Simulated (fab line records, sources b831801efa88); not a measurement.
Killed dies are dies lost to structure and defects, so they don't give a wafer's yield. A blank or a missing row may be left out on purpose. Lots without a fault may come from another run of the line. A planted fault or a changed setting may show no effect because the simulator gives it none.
Which tool did it? | flow gf180mcu | 13 lots, 37 wafers sampled, at 4 steps of a route of 602

WHAT THE GAUGES READ, wafer by wafer
GF_M3_RS_MEAS_05: measures by four-point-probe.
lot  | measured     | on            | M3_ALCU_RS (ohm/sq)
L761 | day 20 08:35 | film_metro-04 | 0.0695 0.0692
L762 | day 20 17:25 | film_metro-03 | 0.0697 0.0702 0.0696
L763 | day 21 05:29 | film_metro-04 | 0.0685 0.0693 0.0692
L764 | day 21 11:11 | film_metro-04 | 0.0697 0.0683 0.0689
L765 | day 21 19:59 | film_metro-03 | 0.0700 0.0689 0.0699
L768 | day 23 09:17 | film_metro-04 | 0.0688 0.0695 0.0683
L774 | day 25 01:44 | film_metro-03 | 0.0693 0.0703 0.0691
L778 | day 26 07:53 | film_metro-04 | 0.0685 0.0679 0.0690
L779 | day 26 14:13 | film_metro-01 | 0.0694 0.0699 0.0690
L780 | day 26 21:21 | film_metro-03 | 0.0708 0.0714 0.0707
L782 | day 27 08:32 | film_metro-04 | 0.0703 0.0709 0.0702
L783 | day 27 17:58 | film_metro-04 | 0.0702 0.0694
L784 | day 28 00:16 | film_metro-01 | 0.0707 0.0701 0.0705

GF_M4_RS_MEAS_05: measures by four-point-probe.
lot  | measured     | on            | M4_ALCU_RS (ohm/sq)
L761 | day 22 11:11 | film_metro-04 | 0.0700 0.0698
L762 | day 22 20:35 | film_metro-03 | 0.0704 0.0695 0.0702
L765 | day 23 22:06 | film_metro-02 | 0.0697 0.0699 0.0697
L768 | day 25 08:28 | film_metro-03 | 0.0714 0.0708 0.0706
L774 | day 26 22:21 | film_metro-03 | 0.0707 0.0695 0.0696
L778 | day 28 04:19 | film_metro-04 | 0.0690 0.0685 0.0694
L779 | day 28 09:45 | film_metro-04 | 0.0700 0.0688 0.0699
L780 | day 28 16:50 | film_metro-03 | 0.0691 0.0691 0.0692
L782 | day 29 02:34 | film_metro-03 | 0.0704 0.0709 0.0711
L783 | day 29 11:42 | film_metro-02 | 0.0705 0.0700
L784 | day 29 17:37 | film_metro-03 | 0.0717 0.0707 0.0707

WHICH TOOL RAN EACH LOT (tool, then ch and the chambers of the sampled wafers, then the start)
lot  | GF_V3_SPUTTER_22             | GF_M4_SPUTTER_03
L761 | pvd_sputter-02, day 22 10:20 | pvd_sputter-04, day 22 11:07
L762 | pvd_sputter-03, day 22 19:43 | pvd_sputter-04, day 22 20:30
L763 | pvd_sputter-02, day 23 06:23 | -
L764 | pvd_sputter-04, day 23 13:20 | -
L765 | pvd_sputter-02, day 23 21:14 | pvd_sputter-01, day 23 22:02
L768 | pvd_sputter-02, day 25 07:37 | pvd_sputter-03, day 25 08:24
L774 | pvd_sputter-03, day 26 21:28 | pvd_sputter-04, day 26 22:16
L778 | pvd_sputter-02, day 28 03:26 | pvd_sputter-04, day 28 04:15
L779 | pvd_sputter-02, day 28 08:53 | pvd_sputter-04, day 28 09:40
L780 | pvd_sputter-02, day 28 15:59 | pvd_sputter-01, day 28 16:47
L782 | pvd_sputter-02, day 29 01:41 | pvd_sputter-03, day 29 02:28
L783 | pvd_sputter-04, day 29 10:47 | pvd_sputter-03, day 29 11:35
L784 | pvd_sputter-03, day 29 16:43 | pvd_sputter-04, day 29 17:31
- GF_V3_SPUTTER_22: material TiN, target thk 10 nm, time 40 s.
- GF_M4_SPUTTER_03: material Ti, target thk 10 nm, time 6.7 s.

WHAT THE TOOLS THEMSELVES READ (means of the sampled wafers that have a number; where no wafer has one, the mark that the record gives instead)
GF_V3_SPUTTER_22.
lot  | tool           | cathode_dc_power_W (W) | chamber_pressure_pa (Pa) | throttle_valve_pct (%)
L761 | pvd_sputter-02 | 3999.5                 | 4.998                    | 29.1
L762 | pvd_sputter-03 | 4000.0                 | 4.998                    | 29.9
L763 | pvd_sputter-02 | -                      | -                        | -
L764 | pvd_sputter-04 | -                      | -                        | -
L765 | pvd_sputter-02 | 3999.7                 | 5.000                    | 29.2
L768 | pvd_sputter-02 | 3999.8                 | 4.994                    | 29.0
L774 | pvd_sputter-03 | 4000.5                 | 4.998                    | 29.1
L778 | pvd_sputter-02 | 3999.9                 | 5.003                    | 29.3
L779 | pvd_sputter-02 | 4000.1                 | 4.994                    | 29.5
L780 | pvd_sputter-02 | 3999.6                 | 5.005                    | 29.4
L782 | pvd_sputter-02 | 4000.2                 | 4.989                    | 29.5
L783 | pvd_sputter-04 | 3999.9                 | 5.001                    | 31.7
L784 | pvd_sputter-03 | 3999.2                 | 4.997                    | 29.8

GF_M4_SPUTTER_03.
lot  | tool           | cathode_dc_power_W (W) | chamber_pressure_pa (Pa) | throttle_valve_pct (%)
L761 | pvd_sputter-04 | 2999.8                 | 0.3001                   | 30.5
L762 | pvd_sputter-04 | 2999.3                 | 0.2999                   | 30.9
L765 | pvd_sputter-01 | 3000.2                 | 0.2998                   | 29.9
L768 | pvd_sputter-03 | 3000.2                 | 0.3001                   | 29.7
L774 | pvd_sputter-04 | 3000.0                 | 0.3000                   | 30.5
L778 | pvd_sputter-04 | 2999.7                 | 0.2999                   | 31.0
L779 | pvd_sputter-04 | 3000.1                 | 0.2996                   | 30.6
L780 | pvd_sputter-01 | 3000.0                 | 0.2997                   | 29.4
L782 | pvd_sputter-03 | 3000.1                 | 0.2993                   | 29.3
L783 | pvd_sputter-03 | 3000.0                 | 0.2998                   | 28.8
L784 | pvd_sputter-04 | 3000.1                 | 0.3000                   | 31.0

THE ANSWER, worked out from the rows above alone
Rule: what is usual is taken from the lots themselves. Put in order of their means at a reading, lots are off if they are a third of the lots or fewer, leave a main group of 4 or more, and stand apart from it by a gap of 3 or more times the standard deviation of the main group's means; of several such gaps the widest counts. A main group whose means are all the same, to the digits that the tables above print for the reading, isn't used. A lot without any number at a reading at which 4 lots or more have one is off too. The other lots that the step has rows for count as sound. The gauges are gone through in route order, then the tools' own readings, and for those a lot's mean is taken as printed above. The first step at which some lot is off is used, and at that step the reading that is off furthest; a lot without a number counts as furthest.
Off: L763, L764, at GF_V3_SPUTTER_22 (cathode_dc_power_W). Without a number there: L763, L764. The main group: mean 3999.9 W, standard deviation 0.34.
A tool fits if, at that step or a process step before it, it ran every lot that is off, and no sound lot after the first of them. None of those tried fits.

WHAT THE SIMULATOR HAD PUT IN
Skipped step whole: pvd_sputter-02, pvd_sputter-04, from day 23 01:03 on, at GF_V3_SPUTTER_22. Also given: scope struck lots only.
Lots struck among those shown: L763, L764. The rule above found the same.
